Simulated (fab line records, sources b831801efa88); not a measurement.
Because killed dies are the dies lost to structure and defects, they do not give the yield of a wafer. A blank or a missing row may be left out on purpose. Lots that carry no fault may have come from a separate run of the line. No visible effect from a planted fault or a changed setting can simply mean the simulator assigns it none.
Which tool is to blame? | flow gf180mcu | 24 lots, 72 wafers sampled, at 4 steps of a route of 602

## WHAT THE GAUGES READ, wafer by wafer
GF_STI_BOW_MEAS_00.
lot  | measured    | on            | INCOMING_BOW (um)
L074 | day 1 10:00 | film-metro-02 | 7 2 -1
L075 | day 1 15:02 | film-metro-02 | 10 -2 17
L076 | day 1 20:00 | film-metro-01 | -4 2 5
L077 | day 2 01:01 | film-metro-03 | -1 -9 5
L078 | day 2 06:02 | film-metro-03 | 3 -4 -4
L079 | day 2 11:01 | film-metro-03 | -13 -13 -2
L080 | day 2 16:00 | film-metro-03 | 6 -13 -1
L081 | day 2 21:00 | film-metro-01 | 1 -1 -1
L082 | day 3 02:04 | film-metro-01 | 8 4 -2
L083 | day 3 07:00 | film-metro-01 | -11 0 -3
L084 | day 3 12:01 | film-metro-01 | 1 1 1
L085 | day 3 17:01 | film-metro-01 | 5 -3 -9
L086 | day 3 22:00 | film-metro-02 | -1 2 -1
L087 | day 4 03:00 | film-metro-01 | 0 -4 -9
L088 | day 4 08:00 | film-metro-01 | 4 13 -2
L089 | day 4 13:02 | film-metro-03 | 4 1 -6
L090 | day 4 18:02 | film-metro-01 | -3 -10 5
L091 | day 4 23:00 | film-metro-03 | 0 2 -4
L092 | day 5 04:01 | film-metro-02 | 9 -2 -4
L093 | day 5 09:02 | film-metro-02 | -2 -6 0
L094 | day 5 14:00 | film-metro-01 | -9 -9 -1
L095 | day 5 19:02 | film-metro-02 | -5 -3 2
L096 | day 6 00:00 | film-metro-03 | 7 4 13
L097 | day 6 05:01 | film-metro-02 | 2 -10 -6

GF_M3_RS_MEAS_05: measures by four-point-probe.
lot  | measured     | on            | M3_ALCU_RS (ohm/sq)
L074 | day 20 08:50 | film-metro-02 | 0.0700 0.0702 0.0695
L075 | day 21 00:42 | film-metro-02 | 0.0698 0.0708 0.0701
L076 | day 21 04:02 | film-metro-02 | 0.0685 0.0689 0.0690
L077 | day 21 11:55 | film-metro-02 | 0.0690 0.0684 0.0686
L078 | day 21 20:37 | film-metro-04 | 0.0703 0.0693 0.0696
L079 | day 22 10:50 | film-metro-01 | 0.0687 0.0689 0.0686
L080 | day 22 18:08 | film-metro-01 | 0.0704 0.0697 0.0700
L081 | day 23 04:05 | film-metro-01 | 0.0678 0.0681 0.0687
L082 | day 23 12:31 | film-metro-04 | 0.0689 0.0693 0.0692
L083 | day 23 20:01 | film-metro-04 | 0.0690 0.0693 0.0689
L084 | day 24 09:19 | film-metro-04 | 0.0688 0.0686 0.0686
L085 | day 24 11:31 | film-metro-04 | 0.0675 0.0676 0.0680
L086 | day 24 23:05 | film-metro-04 | 0.0696 0.0702 0.0687
L087 | day 25 00:31 | film-metro-01 | 0.0683 0.0682 0.0684
L088 | day 25 14:47 | film-metro-04 | 0.0687 0.0678 0.0685
L089 | day 25 19:37 | film-metro-01 | 0.0690 0.0687 0.0697
L090 | day 26 03:17 | film-metro-04 | 0.0689 0.0689 0.0684
L091 | day 26 08:18 | film-metro-02 | 0.0687 0.0680 0.0679
L092 | day 26 18:24 | film-metro-04 | 0.0688 0.0695 0.0689
L093 | day 26 23:38 | film-metro-01 | 0.0670 0.0684 0.0682
L094 | day 27 06:59 | film-metro-02 | 0.0677 0.0688 0.0689
L095 | day 27 12:21 | film-metro-04 | 0.0706 0.0713 0.0703
L096 | day 27 18:47 | film-metro-01 | 0.0707 0.0703 0.0700
L097 | day 28 00:15 | film-metro-01 | 0.0672 0.0676 0.0673

## WHICH TOOL RAN EACH LOT (tool, then ch and the chambers of the sampled wafers, then the start)
lot  | GF_V1_ETCH_16                      | GF_M2_SPUTTER_01
L074 | rie-diel-04 ch 0,1, day 18 03:13   | pvd-sputter-04, day 18 04:43
L075 | rie-diel-02 ch 1,2,3, day 18 18:52 | pvd-sputter-01, day 18 20:26
L076 | rie-diel-04 ch 0,2,3, day 18 22:13 | pvd-sputter-01, day 18 23:41
L077 | rie-diel-03 ch 1,2,3, day 19 06:16 | pvd-sputter-01, day 19 07:43
L078 | rie-diel-03 ch 0,2,3, day 19 14:55 | pvd-sputter-02, day 19 16:23
L079 | rie-diel-03 ch 1,2,3, day 20 05:13 | pvd-sputter-02, day 20 07:07
L080 | rie-diel-02 ch 0,3, day 20 14:01   | pvd-sputter-01, day 20 15:28
L081 | rie-diel-04 ch 0,1,2, day 20 23:31 | pvd-sputter-02, day 21 01:03
L082 | rie-diel-03 ch 1,2,3, day 21 07:48 | pvd-sputter-01, day 21 09:16
L083 | rie-diel-03 ch 2,3, day 21 14:18   | pvd-sputter-01, day 21 15:46
L084 | rie-diel-03 ch 0,1,3, day 22 06:27 | pvd-sputter-02, day 22 07:55
L085 | rie-diel-03 ch 0,1,2, day 22 08:16 | pvd-sputter-01, day 22 10:24
L086 | rie-diel-04 ch 1,2,3, day 22 21:18 | pvd-sputter-02, day 22 22:46
L087 | rie-diel-03 ch 0,1,3, day 22 23:16 | pvd-sputter-02, day 23 00:44
L088 | rie-diel-02 ch 0,1,3, day 23 13:18 | pvd-sputter-01, day 23 14:47
L089 | rie-diel-03 ch 2,3, day 23 18:55   | pvd-sputter-01, day 23 20:46
L090 | rie-diel-04 ch 2,3, day 24 02:49   | pvd-sputter-02, day 24 04:35
L091 | rie-diel-03 ch 1,2,3, day 24 08:19 | pvd-sputter-02, day 24 09:47
L092 | rie-diel-04 ch 0,1, day 24 19:19   | pvd-sputter-02, day 24 20:47
L093 | rie-diel-02 ch 2,3, day 25 00:45   | pvd-sputter-02, day 25 02:13
L094 | rie-diel-03 ch 0,1,3, day 25 08:09 | pvd-sputter-02, day 25 10:04
L095 | rie-diel-03 ch 1,3, day 25 13:39   | pvd-sputter-02, day 25 15:13
L096 | rie-diel-02 ch 1,2,3, day 25 21:27 | pvd-sputter-04, day 25 22:55
L097 | rie-diel-04 ch 0,2, day 26 02:15   | pvd-sputter-04, day 26 04:02
- GF_V1_ETCH_16: etches BARC in N2/H2.
- GF_M2_SPUTTER_01: material TiN, target thk 30 nm, time 25 s.

## AS READ BY THE TOOLS THEMSELVES (means over the sampled wafers that have a number; for cases with no such wafer, the mark the record gives instead)
GF_V1_ETCH_16.
lot  | tool        | drypump-motor-current-A (A) | oes-product-au (a.u.) | throttle-valve-pct (%)
L074 | rie-diel-04 | 5.4                         | 0.856                 | 13.222
L075 | rie-diel-02 | 5.9                         | 0.856                 | 13.229
L076 | rie-diel-04 | 6.0                         | 0.853                 | 13.231
L077 | rie-diel-03 | 5.7                         | 0.853                 | 13.222
L078 | rie-diel-03 | 5.7                         | 0.852                 | 13.227
L079 | rie-diel-03 | 5.7                         | 0.858                 | 13.228
L080 | rie-diel-02 | 5.7                         | 0.858                 | 13.224
L081 | rie-diel-04 | 5.7                         | 0.860                 | 13.221
L082 | rie-diel-03 | 5.7                         | 0.859                 | 13.242
L083 | rie-diel-03 | 5.7                         | 0.856                 | 13.239
L084 | rie-diel-03 | 5.9                         | 0.852                 | 13.230
L085 | rie-diel-03 | 5.6                         | 0.855                 | 13.226
L086 | rie-diel-04 | 5.5                         | 0.858                 | 13.225
L087 | rie-diel-03 | 5.9                         | 0.852                 | 13.227
L088 | rie-diel-02 | 5.6                         | 0.856                 | 13.225
L089 | rie-diel-03 | 5.5                         | 0.859                 | 13.229
L090 | rie-diel-04 | 5.7                         | 0.861                 | 13.231
L091 | rie-diel-03 | 5.7                         | 0.852                 | 13.225
L092 | rie-diel-04 | 5.3                         | 0.853                 | 13.227
L093 | rie-diel-02 | 6.0                         | 0.857                 | 13.223
L094 | rie-diel-03 | 5.9                         | 0.856                 | 13.228
L095 | rie-diel-03 | 5.9                         | 0.853                 | 13.228
L096 | rie-diel-02 | 5.9                         | 0.853                 | 13.216
L097 | rie-diel-04 | 6.2                         | 0.859                 | 13.223

GF_M2_SPUTTER_01.
lot  | tool           | throttle-valve-pct (%)
L074 | pvd-sputter-04 | 29.8
L075 | pvd-sputter-01 | 28.4
L076 | pvd-sputter-01 | 29.0
L077 | pvd-sputter-01 | 29.0
L078 | pvd-sputter-02 | 29.8
L079 | pvd-sputter-02 | 29.3
L080 | pvd-sputter-01 | 28.9
L081 | pvd-sputter-02 | 29.8
L082 | pvd-sputter-01 | 28.6
L083 | pvd-sputter-01 | 29.0
L084 | pvd-sputter-02 | 29.3
L085 | pvd-sputter-01 | 28.6
L086 | pvd-sputter-02 | 29.4
L087 | pvd-sputter-02 | 29.2
L088 | pvd-sputter-01 | 29.1
L089 | pvd-sputter-01 | 28.0
L090 | pvd-sputter-02 | 29.7
L091 | pvd-sputter-02 | 29.1
L092 | pvd-sputter-02 | 29.7
L093 | pvd-sputter-02 | 29.7
L094 | pvd-sputter-02 | 29.7
L095 | pvd-sputter-02 | 29.9
L096 | pvd-sputter-04 | 30.2
L097 | pvd-sputter-04 | 29.9

## THE ANSWER, worked out from the rows above alone
Rule: the usual values come from the lots themselves. Put in order of their means at a reading, lots are off if they are a third of the lots or fewer, leave a main group of 4 or more, and stand apart from it by a gap of 3 or more times the standard deviation of the main group's means; of several such gaps the widest counts. The tables above print the reading to a certain number of digits; a main group whose means all agree to those digits is not used. Also off: a lot with no number at a reading for which 4 or more lots have one. The other lots that the step has rows for count as sound. Order of review: gauges by route order, followed by the tools' own readings, for which a lot's mean as printed above is used. The first step at which some lot is off is used, and at that step the reading that is off furthest; a lot without a number counts as furthest.
Nothing can be told from this: no lot is off at any reading shown.

## WHAT THE SIMULATOR HAD INSERTED
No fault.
